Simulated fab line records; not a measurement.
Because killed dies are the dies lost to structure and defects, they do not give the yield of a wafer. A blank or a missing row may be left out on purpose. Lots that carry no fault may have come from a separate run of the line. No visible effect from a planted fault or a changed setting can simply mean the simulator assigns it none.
Chamber matching :: flow sky130 :: 4 sister chambers for SKY_VIA1_CMP_02 on cmp-01
The step polishes SiO2. 8 wafers are shown with their chamber, then 12 later ones without.

## EACH WAFER AND ITS CHAMBER
wafer: L079.5
chamber: 3
motor_current_A (A): 12.4

wafer: L083.3
chamber: 3
motor_current_A (A): 12.8

wafer: L085.1
chamber: 0
motor_current_A (A): 11.7

wafer: L085.2
chamber: 2
motor_current_A (A): 12.1

wafer: L085.3
chamber: 1
motor_current_A (A): 12.3

wafer: L091.1
chamber: 2
motor_current_A (A): 12.3

wafer: L091.2
chamber: 0
motor_current_A (A): 12.1

wafer: L091.5
chamber: 1
motor_current_A (A): 12.5

## WAFERS MISSING THEIR CHAMBER
wafer: L092.3
motor_current_A (A): 12.3

wafer: L092.4
motor_current_A (A): 11.7

wafer: L092.5
motor_current_A (A): 12.5

wafer: L093.1
motor_current_A (A): 11.6

wafer: L093.3
motor_current_A (A): 12.3

wafer: L093.6
motor_current_A (A): 12.8

wafer: L096.3
motor_current_A (A): 12.4

wafer: L096.5
motor_current_A (A): 12.6

wafer: L096.6
motor_current_A (A): 12.5

wafer: L097.2
motor_current_A (A): 12.4

wafer: L097.3
motor_current_A (A): 12.8

wafer: L097.6
motor_current_A (A): 12.5

## WHICH CHAMBER EACH WENT THROUGH
wafer: L092.3
from the rows above: can't be placed: 1 or 2 or 3 or 0
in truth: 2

wafer: L092.4
from the rows above: can't be placed: 0 or 2
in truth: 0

wafer: L092.5
from the rows above: can't be placed: 1 or 3 or 2
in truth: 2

wafer: L093.1
from the rows above: can't be placed: 0 or 2
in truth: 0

wafer: L093.3
from the rows above: can't be placed: 1 or 2 or 3 or 0
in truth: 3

wafer: L093.6
from the rows above: can't be placed: 3 or 1 or 2
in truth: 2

wafer: L096.3
from the rows above: can't be placed: 1 or 2 or 3
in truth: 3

wafer: L096.5
from the rows above: can't be placed: 3 or 1 or 2
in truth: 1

wafer: L096.6
from the rows above: can't be placed: 1 or 3 or 2
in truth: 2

wafer: L097.2
from the rows above: can't be placed: 1 or 2 or 3
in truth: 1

wafer: L097.3
from the rows above: can't be placed: 3 or 1 or 2
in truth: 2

wafer: L097.6
from the rows above: can't be placed: 1 or 3 or 2
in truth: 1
0 of 12 placed correctly. These rows do not allow placing 12 (true chamber among the candidates in 12). 0 placed wrongly.
How it was worked out, from the rows above alone: a wafer's distance from a chamber is the root of the sum, over the readings, of the square of ((its reading less the chamber's mean) divided by the reading's scatter). If the next closest chamber is less than 2 further off than the closest, the wafer can't be placed; otherwise it belongs to the closest. The mean given for a chamber averages the wafers shown for that chamber. The scatter: take each reading less its chamber's mean, square it, sum over the shown wafers, divide by the number of wafers less the number of chambers, and take the root.
